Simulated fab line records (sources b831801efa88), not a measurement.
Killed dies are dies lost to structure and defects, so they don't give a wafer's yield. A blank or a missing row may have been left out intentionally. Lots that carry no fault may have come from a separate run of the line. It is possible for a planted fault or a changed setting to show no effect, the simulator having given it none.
fab line records / flow sky130
record: lots: 5 wafers: 15 last_day: 50
route steps=708 shown LDD_N@253 LDD_P@255 LDD_HVN@267 LDD_HVP@278
lots that met no fault: taken from a fault-free run of the same line
start_h: hours from the record's opening day to when the first of the lot's shown wafers began / wait_h: hours from the lot's prior step to this one / " the same as in the row above / L1.1+2: a single row standing in for several wafers / - no value present, or no start provided / * or withheld: withheld / < > ~ a bound
route shown NAME@n: names a module that has steps shown in the file, with the first one's number in the route / usual: the fault-free wafers' mean and standard deviation / same: alike in all rows / chamber/n: place in a boat / sites: each site's reading / _std_site: their standard deviation / _edge_site: the outer-site mean with the inner-site mean subtracted / radius_mm: for every site, how far away it sits from the centre of the wafer / mask NAME#n: copy n / behind: tool/chamber where the wafer was last shaped / hold: cause of the lot's hold/its duration in hours/its outcome / device: the n, p or np transistor that did not switch / end of line: tests run on the same wafers once the route is complete / a step without rows: its recipe alone / killed: at the first sort, the dies lost to defects and structure; wafer yield is something else / map: shows each die of a wafer: x if killed, . if not, _ if none is there
set.NAME: setting as actually run; set.NAME@STEP: the setting as run at that earlier step / model.NAME: the simulator's own value behind a step, which no gauge read
lots at selected steps of the route; one table per step, one row per wafer
services: the hour from which a tool's chamber was out of use, counted from the record's first day as start_h (under 0 if before that day), plus the number of hours and why
== steps ==
step: SKY_LDD_N_STRIP_16
recipe: chemistry: O2/N2 power_w: 1400 pressure_mtorr: 1500 platen_temp_c: withheld o2_flow_sccm: 3000 n2_flow_sccm: 300 overash_fraction: 0.5
usual: chamber_pressure_mTorr: 1500.0/1.4 drypump_motor_current_A: 5.4/0.47 oes_product_au: 0.407/0.0045 strip_time_to_endpoint_s: 4.319/0.014
lot.wafer=L988.2 tool=plasma_asher-01 chamber=1 start_h=412.54 wait_h=0.1 chamber_pressure_mTorr=1500.8 drypump_motor_current_A=6.1 oes_product_au=0.412 rf_hours_counter_h=59 strip_time_to_endpoint_s=4.309
lot.wafer=L988.3 tool=plasma_asher-01 chamber=1 start_h=412.54 wait_h=0.1 chamber_pressure_mTorr=1500.5 drypump_motor_current_A=6.1 oes_product_au=0.414 rf_hours_counter_h=- strip_time_to_endpoint_s=4.340
lot.wafer=L988.5 tool=plasma_asher-01 chamber=1 start_h=412.54 wait_h=0.1 chamber_pressure_mTorr=1499.1 drypump_motor_current_A=6.1 oes_product_au=0.401 rf_hours_counter_h=- strip_time_to_endpoint_s=4.317
lot.wafer=L999.3 tool=plasma_asher-02 chamber=0 start_h=509.22 wait_h=0.1 chamber_pressure_mTorr=1500.6 drypump_motor_current_A=4.9 oes_product_au=0.410 rf_hours_counter_h=- strip_time_to_endpoint_s=4.316
lot.wafer=L999.4 tool=plasma_asher-02 chamber=1 start_h=509.22 wait_h=0.1 chamber_pressure_mTorr=1502.7 drypump_motor_current_A=5.5 oes_product_au=0.405 rf_hours_counter_h=- strip_time_to_endpoint_s=4.311
lot.wafer=L999.5 tool=plasma_asher-02 chamber=0 start_h=509.22 wait_h=0.1 chamber_pressure_mTorr=1499.9 drypump_motor_current_A=4.9 oes_product_au=0.406 rf_hours_counter_h=- strip_time_to_endpoint_s=4.333
lot.wafer=L105.1 tool=plasma_asher-02 chamber=0 start_h=565.30 wait_h=0.1 chamber_pressure_mTorr=1499.9 drypump_motor_current_A=4.9 oes_product_au=0.399 rf_hours_counter_h=13 strip_time_to_endpoint_s=4.320
lot.wafer=L105.3 tool=plasma_asher-02 chamber=0 start_h=565.30 wait_h=0.1 chamber_pressure_mTorr=1498.9 drypump_motor_current_A=4.9 oes_product_au=0.403 rf_hours_counter_h=- strip_time_to_endpoint_s=4.316
lot.wafer=L105.6 tool=plasma_asher-02 chamber=0 start_h=565.30 wait_h=0.1 chamber_pressure_mTorr=1498.3 drypump_motor_current_A=5.0 oes_product_au=0.417 rf_hours_counter_h=- strip_time_to_endpoint_s=4.313
lot.wafer=L106.2 tool=plasma_asher-01 chamber=0 start_h=566.64 wait_h=0.1 chamber_pressure_mTorr=1498.0 drypump_motor_current_A=4.9 oes_product_au=0.399 rf_hours_counter_h=76 strip_time_to_endpoint_s=4.319
lot.wafer=L106.5 tool=plasma_asher-01 chamber=0 start_h=566.64 wait_h=0.1 chamber_pressure_mTorr=1500.4 drypump_motor_current_A=4.9 oes_product_au=0.398 rf_hours_counter_h=- strip_time_to_endpoint_s=4.306
lot.wafer=L106.6 tool=plasma_asher-01 chamber=1 start_h=566.64 wait_h=0.1 chamber_pressure_mTorr=1500.8 drypump_motor_current_A=6.1 oes_product_au=0.403 rf_hours_counter_h=- strip_time_to_endpoint_s=4.297
lot.wafer=L108.2 tool=plasma_asher-02 chamber=0 start_h=586.38 wait_h=0.1 chamber_pressure_mTorr=1497.6 drypump_motor_current_A=4.9 oes_product_au=0.407 rf_hours_counter_h=16 strip_time_to_endpoint_s=4.317
lot.wafer=L108.3 tool=plasma_asher-02 chamber=1 start_h=586.38 wait_h=0.1 chamber_pressure_mTorr=1502.9 drypump_motor_current_A=5.6 oes_product_au=0.408 rf_hours_counter_h=- strip_time_to_endpoint_s=4.304
lot.wafer=L108.5 tool=plasma_asher-02 chamber=1 start_h=586.38 wait_h=0.1 chamber_pressure_mTorr=1500.3 drypump_motor_current_A=5.5 oes_product_au=0.403 rf_hours_counter_h=- strip_time_to_endpoint_s=4.315
step: SKY_LDD_N_TW_MEAS_17
usual: LDD_N_TW: 2585/29
lot.wafer=L988.2 tool=film_metro-04 chamber=- start_h=412.65 wait_h=0.1 LDD_N_TW=2602
lot.wafer=L988.3 tool=film_metro-04 chamber=- start_h=412.65 wait_h=0.1 LDD_N_TW=2605
lot.wafer=L988.5 tool=film_metro-04 chamber=- start_h=412.65 wait_h=0.1 LDD_N_TW=2616
lot.wafer=L999.3 tool=film_metro-02 chamber=- start_h=509.31 wait_h=0.1 LDD_N_TW=2559
lot.wafer=L999.4 tool=film_metro-02 chamber=- start_h=509.31 wait_h=0.1 LDD_N_TW=2558
lot.wafer=L999.5 tool=film_metro-02 chamber=- start_h=509.31 wait_h=0.1 LDD_N_TW=2553
lot.wafer=L105.1 tool=film_metro-02 chamber=- start_h=565.40 wait_h=0.1 LDD_N_TW=2535
lot.wafer=L105.3 tool=film_metro-02 chamber=- start_h=565.40 wait_h=0.1 LDD_N_TW=2538
lot.wafer=L105.6 tool=film_metro-02 chamber=- start_h=565.40 wait_h=0.1 LDD_N_TW=2540
lot.wafer=L106.2 tool=film_metro-03 chamber=- start_h=566.75 wait_h=0.1 LDD_N_TW=2584
lot.wafer=L106.5 tool=film_metro-03 chamber=- start_h=566.75 wait_h=0.1 LDD_N_TW=2575
lot.wafer=L106.6 tool=film_metro-03 chamber=- start_h=566.75 wait_h=0.1 LDD_N_TW=2591
lot.wafer=L108.2 tool=film_metro-03 chamber=- start_h=586.49 wait_h=0.1 LDD_N_TW=2584
lot.wafer=L108.3 tool=film_metro-03 chamber=- start_h=586.49 wait_h=0.1 LDD_N_TW=2570
lot.wafer=L108.5 tool=film_metro-03 chamber=- start_h=586.49 wait_h=0.1 LDD_N_TW=2563
step: SKY_LDD_P_DEHYDRATE_00
recipe: temp_c: 200 time_s: 60
step: SKY_LDD_P_HMDS_01
recipe: prime_time_s: 60 prime_temp_c: 120
step: SKY_LDD_P_COAT_02
recipe: resist: NOVOLAK spin_rpm: 2930 resist_thk_nm: 1140
step: SKY_LDD_P_SOFTBAKE_03
recipe: temp_c: 90 time_s: 60 resist: NOVOLAK
step: SKY_LDD_P_EXPOSE_04
recipe: mask_id: PSDM na: 0.6 source_shape: conventional sigma_outer: 0.6 polarization: unpolarized target_cd_nm: 380 dose_mj: 138
step: SKY_LDD_P_PEB_05
recipe: temp_c: withheld time_s: * resist: NOVOLAK
step: SKY_LDD_P_DEVELOP_06
recipe: resist: NOVOLAK developer: TMAH develop_time_s: 60 dev_temp_c: 23
step: SKY_LDD_P_CD_MEAS_07
recipe: target_cd_nm: 380
usual: cd_nm: 379/3.4
lot.wafer=L988.2 tool=cd_sem-02 chamber=- start_h=442.52 wait_h=0.1 cd_nm=383
lot.wafer=L988.3 tool=cd_sem-02 chamber=- start_h=442.52 wait_h=0.1 cd_nm=382
lot.wafer=L988.5 tool=cd_sem-02 chamber=- start_h=442.52 wait_h=0.1 cd_nm=383
lot.wafer=L999.3 tool=cd_sem-01 chamber=- start_h=539.89 wait_h=0.1 cd_nm=380
lot.wafer=L999.4 tool=cd_sem-01 chamber=- start_h=539.89 wait_h=0.1 cd_nm=380
lot.wafer=L999.5 tool=cd_sem-01 chamber=- start_h=539.89 wait_h=0.1 cd_nm=383
lot.wafer=L105.1 tool=cd_sem-02 chamber=- start_h=594.32 wait_h=0.1 cd_nm=379
lot.wafer=L105.3 tool=cd_sem-02 chamber=- start_h=594.32 wait_h=0.1 cd_nm=379
lot.wafer=L105.6 tool=cd_sem-02 chamber=- start_h=594.32 wait_h=0.1 cd_nm=380
lot.wafer=L106.2 tool=cd_sem-01 chamber=- start_h=596.09 wait_h=0.1 cd_nm=374
lot.wafer=L106.5 tool=cd_sem-01 chamber=- start_h=596.09 wait_h=0.1 cd_nm=373
lot.wafer=L106.6 tool=cd_sem-01 chamber=- start_h=596.09 wait_h=0.1 cd_nm=373
lot.wafer=L108.2 tool=cd_sem-02 chamber=- start_h=615.54 wait_h=0.1 cd_nm=375
lot.wafer=L108.3 tool=cd_sem-02 chamber=- start_h=615.54 wait_h=0.1 cd_nm=371
lot.wafer=L108.5 tool=cd_sem-02 chamber=- start_h=615.54 wait_h=0.1 cd_nm=375
step: SKY_LDD_P_OVL_MEAS_08
usual: LDD_P_OVL: -0.9/1.5
lot.wafer=L988.2 tool=overlay-01 chamber=- start_h=442.63 wait_h=0.1 LDD_P_OVL[nm]=0.4
lot.wafer=L988.3 tool=overlay-01 chamber=- start_h=442.63 wait_h=0.1 LDD_P_OVL[nm]=0.4
lot.wafer=L988.5 tool=overlay-01 chamber=- start_h=442.63 wait_h=0.1 LDD_P_OVL[nm]=0.2
lot.wafer=L999.3 tool=overlay-02 chamber=- start_h=539.98 wait_h=0.1 LDD_P_OVL[nm]=-3.9
lot.wafer=L999.4 tool=overlay-02 chamber=- start_h=539.98 wait_h=0.1 LDD_P_OVL[nm]=-2.6
lot.wafer=L999.5 tool=overlay-02 chamber=- start_h=539.98 wait_h=0.1 LDD_P_OVL[nm]=-3.3
lot.wafer=L105.1 tool=overlay-01 chamber=- start_h=594.44 wait_h=0.1 LDD_P_OVL[nm]=0.6
lot.wafer=L105.3 tool=overlay-01 chamber=- start_h=594.44 wait_h=0.1 LDD_P_OVL[nm]=0.0
lot.wafer=L105.6 tool=overlay-01 chamber=- start_h=594.44 wait_h=0.1 LDD_P_OVL[nm]=0.6
lot.wafer=L106.2 tool=overlay-02 chamber=- start_h=596.20 wait_h=0.1 LDD_P_OVL[nm]=-3.0
lot.wafer=L106.5 tool=overlay-02 chamber=- start_h=596.20 wait_h=0.1 LDD_P_OVL[nm]=-0.9
lot.wafer=L106.6 tool=overlay-02 chamber=- start_h=596.20 wait_h=0.1 LDD_P_OVL[nm]=-1.3
lot.wafer=L108.2 tool=overlay-01 chamber=- start_h=615.65 wait_h=0.1 LDD_P_OVL[nm]=-0.7
lot.wafer=L108.3 tool=overlay-01 chamber=- start_h=615.65 wait_h=0.1 LDD_P_OVL[nm]=0.7
lot.wafer=L108.5 tool=overlay-01 chamber=- start_h=615.65 wait_h=0.1 LDD_P_OVL[nm]=0.2
step: SKY_LDD_P_IMPLANT_09
recipe: species: BF2 energy_kev: 25 dose_cm2: 1e+13 tilt_deg: withheld
step: SKY_LDD_P_STRIP_10
recipe: chemistry: O2/N2 power_w: 1400 pressure_mtorr: 1500 platen_temp_c: withheld o2_flow_sccm: 3000 n2_flow_sccm: 300 overash_fraction: 0.5
usual: chamber_pressure_mTorr: 1499.9/1.3 drypump_motor_current_A: 5.4/0.56 oes_product_au: 0.715/0.0043 strip_time_to_endpoint_s: 14.32/0.036
lot.wafer=L988.2 tool=plasma_asher-04 chamber=0 start_h=442.81 wait_h=0.1 chamber_pressure_mTorr=1497.5 drypump_motor_current_A=6.6 oes_product_au=0.710 rf_hours_counter_h=32 strip_time_to_endpoint_s=14.33 model.NOVOLAK_of_LDD_P_COAT_02.thk_nm=0
lot.wafer=L988.3 tool=plasma_asher-04 chamber=1 start_h=442.81 wait_h=0.1 chamber_pressure_mTorr=1499.8 drypump_motor_current_A=5.3 oes_product_au=0.713 rf_hours_counter_h=- strip_time_to_endpoint_s=14.38 model.NOVOLAK_of_LDD_P_COAT_02.thk_nm=0
lot.wafer=L988.5 tool=plasma_asher-04 chamber=0 start_h=442.81 wait_h=0.1 chamber_pressure_mTorr=1499.0 drypump_motor_current_A=6.6 oes_product_au=0.714 rf_hours_counter_h=- strip_time_to_endpoint_s=14.34 model.NOVOLAK_of_LDD_P_COAT_02.thk_nm=0
lot.wafer=L999.3 tool=plasma_asher-01 chamber=0 start_h=540.19 wait_h=0.1 chamber_pressure_mTorr=1497.3 drypump_motor_current_A=4.9 oes_product_au=0.934 rf_hours_counter_h=- strip_time_to_endpoint_s=- model.NOVOLAK_of_LDD_P_COAT_02.thk_nm=405.2
lot.wafer=L999.4 tool=plasma_asher-01 chamber=1 start_h=540.19 wait_h=0.1 chamber_pressure_mTorr=1504.1 drypump_motor_current_A=6.1 oes_product_au=0.944 rf_hours_counter_h=- strip_time_to_endpoint_s=- model.NOVOLAK_of_LDD_P_COAT_02.thk_nm=405
lot.wafer=L999.5 tool=plasma_asher-01 chamber=0 start_h=540.19 wait_h=0.1 chamber_pressure_mTorr=1498.4 drypump_motor_current_A=4.9 oes_product_au=0.936 rf_hours_counter_h=- strip_time_to_endpoint_s=- model.NOVOLAK_of_LDD_P_COAT_02.thk_nm=405.1
lot.wafer=L105.1 tool=plasma_asher-01 chamber=0 start_h=594.63 wait_h=0.1 chamber_pressure_mTorr=1499.5 drypump_motor_current_A=4.8 oes_product_au=0.710 rf_hours_counter_h=80 strip_time_to_endpoint_s=14.33 model.NOVOLAK_of_LDD_P_COAT_02.thk_nm=0
lot.wafer=L105.3 tool=plasma_asher-01 chamber=0 start_h=594.63 wait_h=0.1 chamber_pressure_mTorr=1500.2 drypump_motor_current_A=4.9 oes_product_au=0.717 rf_hours_counter_h=- strip_time_to_endpoint_s=14.37 model.NOVOLAK_of_LDD_P_COAT_02.thk_nm=0
lot.wafer=L105.6 tool=plasma_asher-01 chamber=0 start_h=594.63 wait_h=0.1 chamber_pressure_mTorr=1498.4 drypump_motor_current_A=4.9 oes_product_au=0.718 rf_hours_counter_h=- strip_time_to_endpoint_s=14.29 model.NOVOLAK_of_LDD_P_COAT_02.thk_nm=0
lot.wafer=L106.2 tool=plasma_asher-01 chamber=1 start_h=596.38 wait_h=0.1 chamber_pressure_mTorr=1497.9 drypump_motor_current_A=6.1 oes_product_au=0.712 rf_hours_counter_h=80 strip_time_to_endpoint_s=14.29 model.NOVOLAK_of_LDD_P_COAT_02.thk_nm=0
lot.wafer=L106.5 tool=plasma_asher-01 chamber=1 start_h=596.38 wait_h=0.1 chamber_pressure_mTorr=1500.4 drypump_motor_current_A=6.1 oes_product_au=0.716 rf_hours_counter_h=- strip_time_to_endpoint_s=14.32 model.NOVOLAK_of_LDD_P_COAT_02.thk_nm=0
lot.wafer=L106.6 tool=plasma_asher-01 chamber=0 start_h=596.38 wait_h=0.1 chamber_pressure_mTorr=1501.1 drypump_motor_current_A=4.9 oes_product_au=0.721 rf_hours_counter_h=- strip_time_to_endpoint_s=14.32 model.NOVOLAK_of_LDD_P_COAT_02.thk_nm=0
lot.wafer=L108.2 tool=plasma_asher-04 chamber=1 start_h=615.83 wait_h=0.1 chamber_pressure_mTorr=1499.6 drypump_motor_current_A=5.2 oes_product_au=0.723 rf_hours_counter_h=45 strip_time_to_endpoint_s=14.41 model.NOVOLAK_of_LDD_P_COAT_02.thk_nm=0
lot.wafer=L108.3 tool=plasma_asher-04 chamber=1 start_h=615.83 wait_h=0.1 chamber_pressure_mTorr=1499.5 drypump_motor_current_A=5.3 oes_product_au=0.710 rf_hours_counter_h=- strip_time_to_endpoint_s=14.39 model.NOVOLAK_of_LDD_P_COAT_02.thk_nm=0
lot.wafer=L108.5 tool=plasma_asher-04 chamber=1 start_h=615.83 wait_h=0.1 chamber_pressure_mTorr=1501.3 drypump_motor_current_A=5.3 oes_product_au=0.722 rf_hours_counter_h=- strip_time_to_endpoint_s=14.37 model.NOVOLAK_of_LDD_P_COAT_02.thk_nm=0
step: SKY_LDD_P_TW_MEAS_11
usual: LDD_P_TW: 633/5.8
lot.wafer=L988.2 tool=film_metro-03 chamber=- start_h=442.92 wait_h=0.1 LDD_P_TW=631
lot.wafer=L988.3 tool=film_metro-03 chamber=- start_h=442.92 wait_h=0.1 LDD_P_TW=632
lot.wafer=L988.5 tool=film_metro-03 chamber=- start_h=442.92 wait_h=0.1 LDD_P_TW=632
lot.wafer=L999.3 tool=film_metro-02 chamber=- start_h=540.27 wait_h=0.1 LDD_P_TW=625
lot.wafer=L999.4 tool=film_metro-02 chamber=- start_h=540.27 wait_h=0.1 LDD_P_TW=627
lot.wafer=L999.5 tool=film_metro-02 chamber=- start_h=540.27 wait_h=0.1 LDD_P_TW=625
lot.wafer=L105.1 tool=film_metro-03 chamber=- start_h=594.73 wait_h=0.1 LDD_P_TW=633
lot.wafer=L105.3 tool=film_metro-03 chamber=- start_h=594.73 wait_h=0.1 LDD_P_TW=632
lot.wafer=L105.6 tool=film_metro-03 chamber=- start_h=594.73 wait_h=0.1 LDD_P_TW=634
lot.wafer=L106.2 tool=film_metro-02 chamber=- start_h=596.49 wait_h=0.1 LDD_P_TW=623
lot.wafer=L106.5 tool=film_metro-02 chamber=- start_h=596.49 wait_h=0.1 LDD_P_TW=629
lot.wafer=L106.6 tool=film_metro-02 chamber=- start_h=596.49 wait_h=0.1 LDD_P_TW=628
lot.wafer=L108.2 tool=film_metro-01 chamber=- start_h=615.94 wait_h=0.1 LDD_P_TW=636
lot.wafer=L108.3 tool=film_metro-01 chamber=- start_h=615.94 wait_h=0.1 LDD_P_TW=641
lot.wafer=L108.5 tool=film_metro-01 chamber=- start_h=615.94 wait_h=0.1 LDD_P_TW=641
step: SKY_LDD_HVN_DEHYDRATE_00
recipe: temp_c: 200 time_s: 60
step: SKY_LDD_HVN_HMDS_01
recipe: prime_time_s: 60 prime_temp_c: 120
step: SKY_LDD_HVN_COAT_02
recipe: resist: NOVOLAK spin_rpm: 3000 resist_thk_nm: 300
step: SKY_LDD_HVN_SOFTBAKE_03
recipe: temp_c: 90 time_s: 60 resist: NOVOLAK
step: SKY_LDD_HVN_EXPOSE_04
recipe: mask_id: HVNTM na: 0.6 source_shape: conventional sigma_outer: 0.6 polarization: unpolarized target_cd_nm: 700 dose_mj: 127
step: SKY_LDD_HVN_PEB_05
recipe: temp_c: withheld time_s: * resist: NOVOLAK
step: SKY_LDD_HVN_DEVELOP_06
recipe: resist: NOVOLAK developer: TMAH develop_time_s: 60 dev_temp_c: 23
step: SKY_LDD_HVN_OVL_MEAS_07
usual: LDD_HVN_OVL: -0.1/1.3
lot.wafer=L988.2 tool=overlay-02 chamber=- start_h=473.72 wait_h=0.1 LDD_HVN_OVL[nm]=1.4
lot.wafer=L988.3 tool=overlay-02 chamber=- start_h=473.72 wait_h=0.1 LDD_HVN_OVL[nm]=0.5
lot.wafer=L988.5 tool=overlay-02 chamber=- start_h=473.72 wait_h=0.1 LDD_HVN_OVL[nm]=1.3
lot.wafer=L999.3 tool=overlay-01 chamber=- start_h=569.81 wait_h=0.1 LDD_HVN_OVL[nm]=-0.2
lot.wafer=L999.4 tool=overlay-01 chamber=- start_h=569.81 wait_h=0.1 LDD_HVN_OVL[nm]=0.4
lot.wafer=L999.5 tool=overlay-01 chamber=- start_h=569.81 wait_h=0.1 LDD_HVN_OVL[nm]=0.2
lot.wafer=L105.1 tool=overlay-01 chamber=- start_h=623.70 wait_h=0.1 LDD_HVN_OVL[nm]=0.1
lot.wafer=L105.3 tool=overlay-01 chamber=- start_h=623.70 wait_h=0.1 LDD_HVN_OVL[nm]=0.7
lot.wafer=L105.6 tool=overlay-01 chamber=- start_h=623.70 wait_h=0.1 LDD_HVN_OVL[nm]=3.0
lot.wafer=L106.2 tool=overlay-01 chamber=- start_h=625.72 wait_h=0.1 LDD_HVN_OVL[nm]=-0.2
lot.wafer=L106.5 tool=overlay-01 chamber=- start_h=625.72 wait_h=0.1 LDD_HVN_OVL[nm]=-2.0
lot.wafer=L106.6 tool=overlay-01 chamber=- start_h=625.72 wait_h=0.1 LDD_HVN_OVL[nm]=0.1
lot.wafer=L108.2 tool=overlay-02 chamber=- start_h=644.65 wait_h=0.1 LDD_HVN_OVL[nm]=-1.7
lot.wafer=L108.3 tool=overlay-02 chamber=- start_h=644.65 wait_h=0.1 LDD_HVN_OVL[nm]=-0.1
lot.wafer=L108.5 tool=overlay-02 chamber=- start_h=644.65 wait_h=0.1 LDD_HVN_OVL[nm]=-1.9
step: SKY_LDD_HVN_IMPLANT_08
recipe: species: P energy_kev: 60 dose_cm2: 3e+13 tilt_deg: 40
step: SKY_LDD_HVN_STRIP_09
recipe: chemistry: O2/N2 power_w: 1400 pressure_mtorr: 1500 platen_temp_c: withheld o2_flow_sccm: 3000 n2_flow_sccm: 300 overash_fraction: 0.5
usual: chamber_pressure_mTorr: 1499.9/1.3 drypump_motor_current_A: 5.8/0.53 oes_product_au: 0.409/0.0049 strip_time_to_endpoint_s: 4.134/0.015
lot.wafer=L988.2 tool=plasma_asher-04 chamber=1 start_h=473.90 wait_h=0.1 chamber_pressure_mTorr=1500.1 drypump_motor_current_A=5.3 oes_product_au=0.406 rf_hours_counter_h=35 strip_time_to_endpoint_s=4.140
lot.wafer=L988.3 tool=plasma_asher-04 chamber=1 start_h=473.90 wait_h=0.1 chamber_pressure_mTorr=1499.8 drypump_motor_current_A=5.3 oes_product_au=0.414 rf_hours_counter_h=- strip_time_to_endpoint_s=4.133
lot.wafer=L988.5 tool=plasma_asher-04 chamber=0 start_h=473.90 wait_h=0.1 chamber_pressure_mTorr=1500.1 drypump_motor_current_A=6.6 oes_product_au=0.409 rf_hours_counter_h=- strip_time_to_endpoint_s=4.141
lot.wafer=L999.3 tool=plasma_asher-03 chamber=0 start_h=570.02 wait_h=0.1 chamber_pressure_mTorr=1500.7 drypump_motor_current_A=6.0 oes_product_au=0.669 rf_hours_counter_h=- strip_time_to_endpoint_s=10.613
lot.wafer=L999.4 tool=plasma_asher-03 chamber=1 start_h=570.02 wait_h=0.1 chamber_pressure_mTorr=1499.4 drypump_motor_current_A=5.9 oes_product_au=0.674 rf_hours_counter_h=- strip_time_to_endpoint_s=10.600
lot.wafer=L999.5 tool=plasma_asher-03 chamber=0 start_h=570.02 wait_h=0.1 chamber_pressure_mTorr=1499.8 drypump_motor_current_A=6.0 oes_product_au=0.675 rf_hours_counter_h=- strip_time_to_endpoint_s=10.607
lot.wafer=L105.1 tool=plasma_asher-01 chamber=0 start_h=623.88 wait_h=0.1 chamber_pressure_mTorr=1499.3 drypump_motor_current_A=4.9 oes_product_au=0.408 rf_hours_counter_h=83 strip_time_to_endpoint_s=4.129
lot.wafer=L105.3 tool=plasma_asher-01 chamber=0 start_h=623.88 wait_h=0.1 chamber_pressure_mTorr=1499.6 drypump_motor_current_A=4.9 oes_product_au=0.410 rf_hours_counter_h=- strip_time_to_endpoint_s=4.133
lot.wafer=L105.6 tool=plasma_asher-01 chamber=1 start_h=623.88 wait_h=0.1 chamber_pressure_mTorr=1500.3 drypump_motor_current_A=6.1 oes_product_au=0.407 rf_hours_counter_h=- strip_time_to_endpoint_s=4.139
lot.wafer=L106.2 tool=plasma_asher-04 chamber=1 start_h=625.90 wait_h=0.1 chamber_pressure_mTorr=1501.0 drypump_motor_current_A=5.2 oes_product_au=0.406 rf_hours_counter_h=46 strip_time_to_endpoint_s=4.144
lot.wafer=L106.5 tool=plasma_asher-04 chamber=1 start_h=625.90 wait_h=0.1 chamber_pressure_mTorr=1499.2 drypump_motor_current_A=5.3 oes_product_au=0.396 rf_hours_counter_h=- strip_time_to_endpoint_s=4.138
lot.wafer=L106.6 tool=plasma_asher-04 chamber=0 start_h=625.90 wait_h=0.1 chamber_pressure_mTorr=1499.1 drypump_motor_current_A=6.6 oes_product_au=0.409 rf_hours_counter_h=- strip_time_to_endpoint_s=4.151
lot.wafer=L108.2 tool=plasma_asher-03 chamber=0 start_h=644.83 wait_h=0.1 chamber_pressure_mTorr=1501.3 drypump_motor_current_A=6.0 oes_product_au=0.403 rf_hours_counter_h=96 strip_time_to_endpoint_s=4.143
lot.wafer=L108.3 tool=plasma_asher-03 chamber=1 start_h=644.83 wait_h=0.1 chamber_pressure_mTorr=1500.3 drypump_motor_current_A=5.9 oes_product_au=0.403 rf_hours_counter_h=- strip_time_to_endpoint_s=4.120
lot.wafer=L108.5 tool=plasma_asher-03 chamber=1 start_h=644.83 wait_h=0.1 chamber_pressure_mTorr=1499.0 drypump_motor_current_A=5.9 oes_product_au=0.403 rf_hours_counter_h=- strip_time_to_endpoint_s=4.133
step: SKY_LDD_HVN_TW_MEAS_10
usual: LDD_HVN_TW: 1444/17
lot.wafer=L988.2 tool=film_metro-04 chamber=- start_h=474.01 wait_h=0.1 LDD_HVN_TW=1452
lot.wafer=L988.3 tool=film_metro-04 chamber=- start_h=474.01 wait_h=0.1 LDD_HVN_TW=1452
lot.wafer=L988.5 tool=film_metro-04 chamber=- start_h=474.01 wait_h=0.1 LDD_HVN_TW=1458
lot.wafer=L999.3 tool=film_metro-02 chamber=- start_h=570.10 wait_h=0.1 LDD_HVN_TW=30
lot.wafer=L999.4 tool=film_metro-02 chamber=- start_h=570.10 wait_h=0.1 LDD_HVN_TW=30
lot.wafer=L999.5 tool=film_metro-02 chamber=- start_h=570.10 wait_h=0.1 LDD_HVN_TW=30
lot.wafer=L105.1 tool=film_metro-01 chamber=- start_h=623.98 wait_h=0.1 LDD_HVN_TW=1444
lot.wafer=L105.3 tool=film_metro-01 chamber=- start_h=623.98 wait_h=0.1 LDD_HVN_TW=1449
lot.wafer=L105.6 tool=film_metro-01 chamber=- start_h=623.98 wait_h=0.1 LDD_HVN_TW=1453
lot.wafer=L106.2 tool=film_metro-02 chamber=- start_h=626.01 wait_h=0.1 LDD_HVN_TW=1419
lot.wafer=L106.5 tool=film_metro-02 chamber=- start_h=626.01 wait_h=0.1 LDD_HVN_TW=1420
lot.wafer=L106.6 tool=film_metro-02 chamber=- start_h=626.01 wait_h=0.1 LDD_HVN_TW=1432
lot.wafer=L108.2 tool=film_metro-04 chamber=- start_h=644.94 wait_h=0.1 LDD_HVN_TW=1454
lot.wafer=L108.3 tool=film_metro-04 chamber=- start_h=644.94 wait_h=0.1 LDD_HVN_TW=1457
lot.wafer=L108.5 tool=film_metro-04 chamber=- start_h=644.94 wait_h=0.1 LDD_HVN_TW=1457
step: SKY_LDD_HVP_DEHYDRATE_00
recipe: temp_c: 200 time_s: 60
== services ==
tool=plasma_asher-02 chamber=- start_h=416.88 hours=3.7 kind=repair
tool=plasma_asher-02 chamber=- start_h=421.25 hours=9.0 kind=pm
tool=plasma_asher-02 chamber=0 start_h=421.25 hours=9.0 kind=vent_cycle
tool=plasma_asher-02 chamber=1 start_h=421.25 hours=9.0 kind=vent_cycle
tool=plasma_asher-02 chamber=0 start_h=430.25 hours=- kind=clean
tool=plasma_asher-02 chamber=1 start_h=430.25 hours=- kind=clean
tool=plasma_asher-03 chamber=- start_h=471.61 hours=2.8 kind=pm
tool=plasma_asher-03 chamber=- start_h=477.05 hours=4.3 kind=pm
tool=plasma_asher-02 chamber=- start_h=478.98 hours=2.8 kind=pm
tool=plasma_asher-04 chamber=- start_h=534.69 hours=14.6 kind=pm
tool=plasma_asher-02 chamber=- start_h=544.48 hours=4.2 kind=repair
tool=plasma_asher-04 chamber=- start_h=557.11 hours=28.1 kind=pm
tool=plasma_asher-04 chamber=- start_h=594.61 hours=10.1 kind=repair
== key ==
first_sign: step: SKY_LDD_P_STRIP_10 reading: oes_product_au direction: up sigmas: 51 usual: 0.715 struck: 0.938
effect: step: SKY_LDD_HVN_STRIP_09 reading: strip_time_to_endpoint_s direction: up sigmas: 99+ usual: * struck: *
effect: step: SKY_LDD_HVN_TW_MEAS_10 reading: LDD_HVN_TW direction: down sigmas: 82 usual: 1444 struck: 30
model_effect: step: SKY_LDD_P_STRIP_10 value: NOVOLAK_of_LDD_P_COAT_02.thk_nm without: 0 struck: 405.1
met_at SKY_LDD_P_STRIP_10
struck_wafers L999.3,L999.4,L999.5
sort_left_out L999.3,L999.4,L999.5
tester_left_out L999
fault: kind: strip_aborted tool: plasma_asher-01 chamber: - onset_h: 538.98 steps: SKY_LDD_P_STRIP_10 offset: 0.6207 end_h: 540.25
tester_left_out: of these lots the tester's yield and bins aren't shown, on N5 and GAA mostly nor the transistor test; their killed dies are dies lost to structure and defects alone, not to doping, threshold or leakage, so they don't give the yield
sort_left_out: the simulated sort isn't trusted on such a fault, so these wafers' sort isn't shown, and their yield isn't known
